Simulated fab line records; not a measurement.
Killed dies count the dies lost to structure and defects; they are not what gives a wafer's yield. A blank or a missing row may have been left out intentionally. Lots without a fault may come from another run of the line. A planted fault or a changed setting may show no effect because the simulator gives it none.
Code-filled problem report in 8D (eight disciplines) form / flow gf180mcu / the parts of the form that need people (team, actions taken, sign-off) are left out

== 1. THE ISSUE ==
Wafers with no fault read 15.001 s with a standard deviation of 0.0093, whereas overpolish_run_s at GF_V3_CMP_26 reads a mean of 0.038 s on 1 wafer of 1 lot. That is -99 or more standard deviations from the usual mean.
The step: polishes, stops on SiO2, t overpolish 15 s, target thk 0 nm.
The first sign was on wafer L423.1 at day 28 03:17, on cmp-01. At this step, 39 wafers from 13 lots have a number in the record. By rule, "out" or "out of limits" means more than 4 standard deviations away from the usual mean. All remaining wafers that have a number are taken as sound.

== 2. WHAT IT IS, AND WHAT IT ISN'T ==
question=which readings at this step | is=overpolish_run_s, time_to_endpoint_s | is not=motor_current_A, slurry_flow_ml_min
question=which lots | is=L423 | is not=L407, L408, L409, L410, L411, L412, L413, L414, L418, L425, L427, L429
question=which wafers of those lots | is=L423.1 | is not=L423.3, L423.6
question=read on which tools | is=cmp-01 | is not=cmp-02
question=when | is=from day 28 03:17 | is not=up to then (29 sound wafers); but 9 sound wafers of L425, L427, L429 came after

== 3. SUSPECTS, AND WHAT RULES EACH OUT ==
Counting: if a tool at a process step up to the reading ran every lot that is out, it stays a suspect. Sound lots after the first of them don't rule it out here, since some wafers of a struck lot are sound.
- cmp-01 at GF_V3_CMP_26 (polishes, stops on SiO2, t overpolish 15 s, target thk 0 nm): kept. It ran the lot that is out, L423 (day 28 03:17); its last sound lot up to then is L411 (day 23 16:29). Its own readings are out on those wafers: overpolish_run_s, time_to_endpoint_s.
- At GF_V3_CMP_26, inside cmp-01: chamber 2 took the wafers that are out, while their sound lot-mates went through chambers 0, 1.
Left after counting: cmp-01 at GF_V3_CMP_26.

== 4. THE CAUSE (what the simulator had put in) ==
cmp-01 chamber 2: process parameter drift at GF_V3_CMP_26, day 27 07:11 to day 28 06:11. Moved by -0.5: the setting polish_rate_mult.
Only this tool survived the counting.

== 5. THE CHAIN OF EFFECTS, in route order ==
One row per reading whose mean, taken over the struck wafers that have a number, lies over 3 standard deviations from the usual. Scope: only readings with a usual standard deviation given in the record; hours: median across lots of the time from each lot's start at the first step in this table that gives one to its start at this step; sigmas: change in usual standard deviations.
hours=0; step=GF_V3_CMP_26; reading=overpolish_run_s; usual=15.001 s; on struck wafers=0.038; change=-14.963; sigmas=-99 or more
hours=0; step=GF_V3_CMP_26; reading=time_to_endpoint_s; usual=83.8 s; on struck wafers=126.6; change=+42.8; sigmas=+16
hours=134; step=GF_PASSIVATION_PROBE_99; reading=defect_limited_yield; usual=90.4 %; on struck wafers=0.0; change=-90.4; sigmas=-70
hours=134; step=GF_PASSIVATION_PROBE_99; reading=killed_at_M0_to_M3; usual=21; on struck wafers=460; change=+439; sigmas=+98
hours=134; step=GF_PASSIVATION_PROBE_99; reading=killed_dies; usual=47; on struck wafers=492; change=+445; sigmas=+67
hours=134; step=GF_PASSIVATION_PROBE_99; reading=killed_on_rim; usual=9.1; on struck wafers=96.0; change=+86.9; sigmas=+33
hours=134; step=GF_PASSIVATION_PROBE_99; reading=sort_bin_3_pad_short; usual=0.41 %; on struck wafers=88.41; change=+88.00; sigmas=+99 or more
hours=134; step=GF_PASSIVATION_PROBE_99; reading=sort_n_pass; usual=445; on struck wafers=0; change=-445; sigmas=-67
hours=134; step=GF_PASSIVATION_PROBE_99; reading=sort_yield_pct; usual=90.4 %; on struck wafers=0.0; change=-90.4; sigmas=-70
The process steps in it:
- GF_V3_CMP_26: polishes, stops on SiO2, t overpolish 15 s, target thk 0 nm.
- GF_PASSIVATION_PROBE_99

== 6. HOW IT WOULD HAVE BEEN CAUGHT EARLIER ==
First out-of-limits reading in this record: day 28 03:17, which is 20 hours after fault onset at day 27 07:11.
